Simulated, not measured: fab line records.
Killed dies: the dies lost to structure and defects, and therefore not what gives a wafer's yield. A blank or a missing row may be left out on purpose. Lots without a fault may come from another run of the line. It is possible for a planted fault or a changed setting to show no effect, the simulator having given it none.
Which tool did it? | flow gf180mcu | 13 lots, 39 wafers sampled, at 5 steps of a route of 602

== WHAT EACH GAUGE READ, for each wafer ==
GF_NWELL_TW_MEAS_11.
lot  | measured    | on            | NWELL_TW
L150 | day 3 14:24 | film-metro-03 | 1550 1553 1554
L151 | day 3 18:31 | film-metro-04 | 1584 1582 1587
L154 | day 4 10:44 | film-metro-03 | 1566 1571 1567
L156 | day 4 20:44 | film-metro-04 | 1576 1583 1581
L157 | day 5 02:25 | film-metro-03 | 1552 1546 1545
L158 | day 5 08:29 | film-metro-03 | 1540 1551 1545
L160 | day 5 17:37 | film-metro-04 | 1579 1576 1576
L165 | day 6 21:29 | film-metro-01 | 1612 1599 1603
L167 | day 7 11:38 | film-metro-04 | 1571 1572 1574
L168 | day 7 15:27 | film-metro-03 | 1561 1556 1558
L169 | day 7 21:22 | film-metro-04 | 1572 1570 1586
L170 | day 8 02:30 | film-metro-04 | 1583 1578 1591
L171 | day 8 07:48 | film-metro-01 | 1605 1597 1604

GF_VT_IMPLANT_TW_MEAS_21.
lot  | measured     | on            | VT_IMPLANT_2_TW
L150 | day 6 12:36  | film-metro-03 | 1215 1210 1216
L151 | day 6 17:17  | film-metro-04 | 1221 1212 1219
L154 | day 7 14:00  | film-metro-04 | 1218 1221 1218
L156 | day 8 02:00  | film-metro-02 | 1225 1229 1220
L157 | day 8 09:09  | film-metro-02 | 1225 1225 1232
L158 | day 8 15:59  | film-metro-03 | 1206 1207 1211
L160 | day 9 03:10  | film-metro-04 | 1216 1218 1217
L165 | day 10 11:25 | film-metro-03 | 1208 1207 1209
L167 | day 11 02:42 | film-metro-02 | 1231 1234 1230
L168 | day 11 07:02 | film-metro-02 | 1239 1234 1234
L169 | day 11 12:29 | film-metro-03 | 1213 1217 1212
L170 | day 11 18:09 | film-metro-04 | 1218 1210 1213
L171 | day 12 00:40 | film-metro-03 | 1206 1202 1200

GF_VT_IMPLANT_RS_MEAS_49: measures by four-point-probe.
lot  | measured     | on            | MVPSD_RS (ohm/sq)
L150 | day 7 21:25  | film-metro-01 | 1164.5 1164.0 1166.0
L151 | day 8 02:17  | film-metro-03 | 1162.3 1168.4 1166.2
L154 | day 8 23:49  | film-metro-04 | 1169.2 1168.1 1172.0
L156 | day 9 11:48  | film-metro-03 | 1161.0 1166.3 1162.8
L157 | day 9 20:10  | film-metro-03 | 1162.3 1160.5 1165.5
L158 | day 10 02:54 | film-metro-04 | 1169.9 1163.9 1168.9
L160 | day 10 14:17 | film-metro-03 | 1164.3 1166.2 1165.0
L165 | day 11 23:47 | film-metro-03 | 1166.8 1167.1 1168.9
L167 | day 12 16:34 | film-metro-03 | - - -
L168 | day 12 20:31 | film-metro-04 | 1170.3 1168.9 1172.0
L169 | day 13 02:19 | film-metro-04 | - - -
L170 | day 13 09:57 | film-metro-04 | 1167.5 1169.0 1168.6
L171 | day 13 15:41 | film-metro-04 | 1168.4 1167.9 1167.5

== WHAT TOOL EACH LOT RAN ON (gives the tool, then ch and the chambers of the sampled wafers, and finally the start) ==
lot  | GF_MVPSD_IMPLANT_09             | GF_MVPSD_STRIP_10
L150 | implanter-03 ch 0, day 5 06:29  | plasma-asher-04 ch 0,1, day 5 06:38
L151 | implanter-03 ch 0, day 5 11:19  | plasma-asher-01 ch 0,1, day 5 11:27
L154 | implanter-01 ch 0, day 6 05:30  | plasma-asher-01 ch 0,1, day 6 05:38
L156 | implanter-01 ch 0, day 6 17:09  | plasma-asher-02 ch 0,1, day 6 17:18
L157 | implanter-01 ch 0, day 6 23:50  | plasma-asher-02 ch 0,1, day 6 23:58
L158 | implanter-03 ch 0, day 7 07:02  | plasma-asher-02 ch 0,1, day 7 07:11
L160 | implanter-01 ch 0, day 7 17:05  | plasma-asher-02 ch 0,1, day 7 17:13
L165 | implanter-02 ch 0, day 9 00:24  | plasma-asher-04 ch 0,1, day 9 00:32
L167 | implanter-01 ch 0, day 9 14:44  | plasma-asher-02 ch 0,1, day 9 14:53
L168 | implanter-02 ch 0, day 9 18:05  | plasma-asher-01 ch 1, day 9 18:14
L169 | implanter-01 ch 0, day 10 00:44 | plasma-asher-04 ch 0,1, day 10 00:53
L170 | implanter-03 ch 0, day 10 05:20 | plasma-asher-04 ch 0,1, day 10 05:29
L171 | implanter-02 ch 0, day 10 12:17 | plasma-asher-01 ch 0,1, day 10 12:25
- GF_MVPSD_IMPLANT_09
- GF_MVPSD_STRIP_10: strips in O2/N2.

== WHAT THE TOOLS THEMSELVES READ (means of the sampled wafers that have a number; where no wafer has one, the mark that the record gives instead) ==
GF_MVPSD_IMPLANT_09.
lot  | tool         | tilt-deg (degrees)
L150 | implanter-03 | -0.004
L151 | implanter-03 | -0.004
L154 | implanter-01 | -0.003
L156 | implanter-01 | -0.043
L157 | implanter-01 | 0.018
L158 | implanter-03 | -0.019
L160 | implanter-01 | -0.015
L165 | implanter-02 | -0.013
L167 | implanter-01 | 15.169
L168 | implanter-02 | 0.010
L169 | implanter-01 | 15.162
L170 | implanter-03 | -0.008
L171 | implanter-02 | 0.020

GF_MVPSD_STRIP_10.
lot  | tool            | drypump-motor-current-A (A) | heater-power-w (W) | oes-product-au (a.u.) | strip-time-to-endpoint-s (s)
L150 | plasma-asher-04 | 5.2                         | 331                | 0.722                 | 37.06
L151 | plasma-asher-01 | 5.7                         | 336                | 0.724                 | 37.05
L154 | plasma-asher-01 | 5.7                         | 342                | 0.723                 | 36.88
L156 | plasma-asher-02 | 6.0                         | 374                | 0.721                 | 36.88
L157 | plasma-asher-02 | 6.1                         | 390                | 0.720                 | 36.88
L158 | plasma-asher-02 | 5.9                         | 373                | 0.720                 | 37.02
L160 | plasma-asher-02 | 6.2                         | 399                | 0.724                 | 36.89
L165 | plasma-asher-04 | 5.3                         | 337                | 0.724                 | 36.82
L167 | plasma-asher-02 | 6.2                         | 390                | 0.721                 | 36.91
L168 | plasma-asher-01 | 5.8                         | 353                | 0.723                 | 36.85
L169 | plasma-asher-04 | 5.3                         | 354                | 0.719                 | 36.96
L170 | plasma-asher-04 | 5.2                         | 337                | 0.729                 | 36.99
L171 | plasma-asher-01 | 5.8                         | 347                | 0.726                 | 36.91

== THE ANSWER, worked out from the rows above alone ==
Rule: the lots themselves supply what counts as usual. The widest of any qualifying gaps counts: lots, ordered by their means at a reading, are off when they make up no more than a third of the lots, leave a main group of 4 or more, and stand apart from it by 3 or more times the standard deviation of that group's means. The tables above print the reading to a certain number of digits; a main group whose means all agree to those digits is not used. A lot without any number at a reading at which 4 lots or more have one is off too. Any other lot the step has rows for is counted as sound. After the gauges, taken in route order, come the tools' own readings; for these a lot's mean is taken, as printed above. The first step at which some lot is off is used, and at that step the reading that is off furthest; a lot without a number counts as furthest.
Off: L167, L169, seen at GF_VT_IMPLANT_RS_MEAS_49 (MVPSD_RS). Without a number there: L167, L169. The main group: mean 1166.7 ohm/sq, standard deviation 2.4.
A tool fits if, at a process step before that reading, it ran every lot that is off, and no sound lot after the first of them. Not tried: the gauges at GF_VT_IMPLANT_RS_MEAS_49; whatever is off there is also off at GF_MVPSD_IMPLANT_09, on other tools, and gauge error can't account for it. One fits: GF_MVPSD_IMPLANT_09 on implanter-01. Its last sound lot is L160 (day 7 17:05), its first lot that is off L167 (day 9 14:44): a fault that began between those two fits.
The tool's own readings at GF_MVPSD_IMPLANT_09 bear it out: on the lots that are off they differ by more than 5 times the standard deviation of the sound lots' means. tilt-deg reads 15.166 degrees there against -0.006 degrees on the sound lots.

== WHAT WAS PUT IN BY THE SIMULATOR ==
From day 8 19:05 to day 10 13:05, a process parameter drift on implanter-01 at GF_MVPSD_IMPLANT_09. Setting tilt-deg shifted by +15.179 from 0. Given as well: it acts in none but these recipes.
Struck lots among those shown: L167, L169. This agrees with what the rule above found.
